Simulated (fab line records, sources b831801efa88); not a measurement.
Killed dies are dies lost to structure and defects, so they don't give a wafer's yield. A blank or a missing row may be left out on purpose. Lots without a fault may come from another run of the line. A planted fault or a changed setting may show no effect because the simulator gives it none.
A struck lot beside a sound one | flow sfq_line | 15 steps out of a route of 325
Sound: wafers L252.2, L252.4, L252.5. Struck: wafers L265.3, L265.6. (L265.2 of the same lot was not struck and is left out.) The cause comes at the end.
At each step with rows: each side's tool, then ch and its chambers, then its first start. Under that, the readings that differ: sound wafers | struck wafers | difference of the means | sigmas: that difference in standard deviations of wafers without a fault.
alike: readings whose means differ by less than 2 such deviations, and words and numbers that are the same on both sides. not compared: withheld readings, readings that some wafer has no value for, bounds like >300 that may hide the same value, and numbers for which the record gives no deviation and whose values overlap.
The two part at a step that has a row with sigmas, a row that says differs or no value, or rows on one side only. Numbers that don't overlap but have no deviation are shown without sigmas and don't part them. A reading that every wafer of one side lacks parts them only if that side has two wafers or more.

SFQ_TRILAYER_L0_BARC_OPEN_METAL_ETCH_010: etches BARC in O2, target depth 125 nm, time 41.7 s.
  sound on rie_metal-02 ch 0,1, day 5 10:19; struck on rie_metal-04 ch 0,1, day 8 04:35
  alike: chamber_pressure_mTorr, drypump_motor_current_A, oes_product_au, rf_fwd_power_W
  not compared: rf_hours_counter_h
SFQ_TRILAYER_L0_ETCH_METAL_ETCH_008: etches MoNx KI in SF6/O2, stops on SiO2, target depth 50 nm, time 25 s.
  sound on rie_metal-02 ch 0,1, day 5 10:23; struck on rie_metal-04 ch 0,1, day 8 04:38
  alike: chamber_pressure_mTorr, drypump_motor_current_A, oes_product_au, rf_fwd_power_W
  not compared: rf_hours_counter_h
SFQ_TRILAYER_L0_STRIP_STRIP_009: strips in O2.
  sound on rie_metal-02 ch 0,1, day 5 10:25; struck on rie_metal-04 ch 0,1, day 8 04:41
  alike: chamber_pressure_mTorr, drypump_motor_current_A, oes_product_au
  not compared: rf_hours_counter_h
then, 1 step without rows for these wafers: SFQ_TRILAYER_L0_STRIP_SOLV_CLEAN_010 (cleans in NMP, time 600 s).
SFQ_TRILAYER_L0_CAP_PECVD_011: deposits SiO2 from SiH4/N2O, time 13.333 s, target thk 60 nm.
  sound on pecvd-03 ch 0,1,2, day 5 11:12; struck on pecvd-04 ch 0,1, day 8 05:28
  alike: heater_power_w, throttle_valve_pct
then, 6 steps without rows for these wafers: SFQ_TRILAYER_L0_VIA_LITHO_COAT_018 (resist thk 62 nm); SFQ_TRILAYER_L0_VIA_LITHO_COAT_013 (resist thk 650 nm); SFQ_TRILAYER_L0_VIA_LITHO_SOFTBAKE_017; SFQ_TRILAYER_L0_VIA_LITHO_EXPOSE_014 (exposes mask L0V, target cd 700 nm); SFQ_TRILAYER_L0_VIA_LITHO_PEB_016 (peb time 60 s); SFQ_TRILAYER_L0_VIA_LITHO_DEVELOP_015 (time 60 s).
-- the record jumps here: 3 days lie between the struck wafers' starts before and after --
SFQ_L0V_OVL_MEAS_903:
  sound on overlay-01, day 7 17:02; struck on overlay-02, day 10 23:08
  alike: L0V_OVL
SFQ_TRILAYER_L0_VIA_BARC_OPEN_VIA_ETCH_021: etches BARC in O2, target depth 125 nm, time 41.7 s.
  sound on rie_diel-02 ch 0,1, day 7 17:04; struck on rie_diel-03 ch 3, day 10 23:10
  reading                                                 | sound             | struck      | difference | sigmas
  oes_product_au (a.u.)                                   | 0.681 0.678 0.678 | 0.693 0.688 | +0.011     | +2
  rf_fwd_power_W (W)                                      | 495.0 495.0 494.5 | 415.7 412.9 | -80.5      | -45
  model.KrF_of_TRILAYER_L0_VIA_LITHO_COAT_013.thk_nm (nm) | 574.8 572.7 575.4 | 584 580.5   | +8         |
  alike: chamber_pressure_mTorr, drypump_motor_current_A
  not compared: rf_hours_counter_h
SFQ_TRILAYER_L0_VIA_ETCH_VIA_ETCH_016: etches SiO2 in CHF3, stops on MoNx KI, target depth 80 nm.
  sound on rie_diel-02 ch 0,1, day 7 17:07; struck on rie_diel-03 ch 3, day 10 23:13
  reading                                                 | sound             | struck      | difference | sigmas
  model.KrF_of_TRILAYER_L0_VIA_LITHO_COAT_013.thk_nm (nm) | 561.2 558.9 562.3 | 570.2 566.8 | +7.7       |
  alike: chamber_pressure_mTorr, drypump_motor_current_A, oes_product_au, rf_fwd_power_W
SFQ_TRILAYER_L0_VIA_STRIP_STRIP_017: strips in O2.
  sound on rie_metal-01 ch 0,1, day 7 17:10; struck on rie_metal-01 ch 0,1, day 10 23:16
  alike: chamber_pressure_mTorr, drypump_motor_current_A, oes_product_au
  not compared: rf_hours_counter_h

WHERE THEY PART
Only at SFQ_TRILAYER_L0_VIA_BARC_OPEN_VIA_ETCH_021, within this record. Later steps at which nothing parts them and some readings are alike: SFQ_TRILAYER_L0_VIA_ETCH_VIA_ETCH_016, SFQ_TRILAYER_L0_VIA_STRIP_STRIP_017.

WHY: what the simulator had put in
Process parameter drift: rie_diel-03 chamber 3, from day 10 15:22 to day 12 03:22, at SFQ_TRILAYER_L0_VIA_BARC_OPEN_VIA_ETCH_021. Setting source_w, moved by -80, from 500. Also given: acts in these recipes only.
